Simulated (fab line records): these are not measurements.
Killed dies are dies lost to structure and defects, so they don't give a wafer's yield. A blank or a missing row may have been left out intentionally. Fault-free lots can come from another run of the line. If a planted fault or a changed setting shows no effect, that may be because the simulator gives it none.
Struck lot and sound lot, side by side + flow gf180mcu + 14 steps out of a route of 602
Sound: wafers L219.1, L219.4, L219.5. Wafers struck: L224.1, L224.3, L224.5. The cause is named last.
Each step with rows lists, per side, the tool, then ch with its chambers, then its first start. Under that, the readings that differ: sound wafers + struck wafers + difference of the means + sigmas: that difference in standard deviations of wafers without a fault.
alike: readings with means less than 2 such deviations apart, plus words and numbers identical on both sides. not compared: withheld readings, readings lacking a value on some wafer, bounds such as >300 that could conceal the same value, and numbers that have no deviation in the record and whose values overlap.
The two part at a step that has a row with sigmas, a row that says differs or no value, or rows on one side only. When numbers do not overlap yet have no deviation, they are printed without sigmas and do not part them. A reading missing from all wafers of one side parts the sides only when that side holds two or more wafers.

GF_TOP_METAL_METAL_ETCH_16: etches the open film in Cl2/BCl3, stops on SiO2, target depth 1077.5 nm, time 179.6 s.
  sound on rie_metal-04 ch 0,1, day 31 00:56; struck on rie_metal-01 ch 0, day 32 04:59
  alike: drypump_motor_current_A, oes_product_au, throttle_valve_pct
  not compared: rf_hours_counter_h
GF_TOP_METAL_STRIP_17: strips in O2/N2.
  sound on plasma_asher-03 ch 1, day 31 01:07; struck on plasma_asher-03 ch 0,1, day 32 05:10
| reading            | sound       | struck      | difference | sigmas |
|--------------------|-------------|-------------|------------|--------|
| heater_power_w (W) | 312 316 308 | 388 391 313 | +52        | +2     |
  alike: drypump_motor_current_A, oes_product_au, strip_time_to_endpoint_s
  not compared: rf_hours_counter_h
then, 2 steps without rows for these wafers: GF_TOP_METAL_STRIP_18 (strips in post etch residue remover, time 1200 s); GF_TOP_METAL_CLEAN_19 (cleans in DIW).
GF_PASSIVATION_CVD_00: deposits SiO2 from TEOS, target thk 1000 nm, time 111.95 s.
  sound on pecvd-03 ch 1,2, day 31 01:39; struck on pecvd-03 ch 0,1,2, day 32 05:44
  alike: heater_power_w
GF_PASSIVATION_THK_MEAS_01:
  sound: film_metro-04 at day 31 01:43; struck: film_metro-04 at day 32 05:49
  alike: PASSIVATION_CVD_00_THK
GF_PASSIVATION_CVD_02: deposits Si3N4, target thk 700 nm, time 486.18 s.
  sound on pecvd-04 ch 0,1,2, day 31 01:47; struck on pecvd-02 ch 0,1,2, day 32 05:52
  alike: heater_power_w
GF_PASSIVATION_THK_MEAS_03:
  sound: film_metro-01 at day 31 02:04; struck: film_metro-01 at day 32 06:09
  alike: PASSIVATION_CVD_02_THK
then, 4 steps without rows for these wafers: GF_PASSIVATION_DEHYDRATE_04 (time 60 s); GF_PASSIVATION_HMDS_05 (prime time 60 s); GF_PASSIVATION_COAT_06 (resist thk 4000 nm); GF_PASSIVATION_SOFTBAKE_07.
GF_PASSIVATION_EXPOSE_08: exposes mask Pad, target cd 40000 nm.
  struck on iline_stepper-02, day 32 14:03; sound on iline_stepper-02 ch 0, day 31 10:38
  no value came back on the struck wafers for exposure_dose_mJ_cm2, focus_offset_nm (nm); on the sound wafers exposure_dose_mJ_cm2 reads 310.4 309.4 309.8
  alike: mask
next, for these wafers, 1 step has no rows: GF_PASSIVATION_PEB_09.

WHERE THEY PART
Earliest at GF_TOP_METAL_STRIP_17; latest, in this record, at GF_PASSIVATION_EXPOSE_08.

WHY: what the simulator had put in
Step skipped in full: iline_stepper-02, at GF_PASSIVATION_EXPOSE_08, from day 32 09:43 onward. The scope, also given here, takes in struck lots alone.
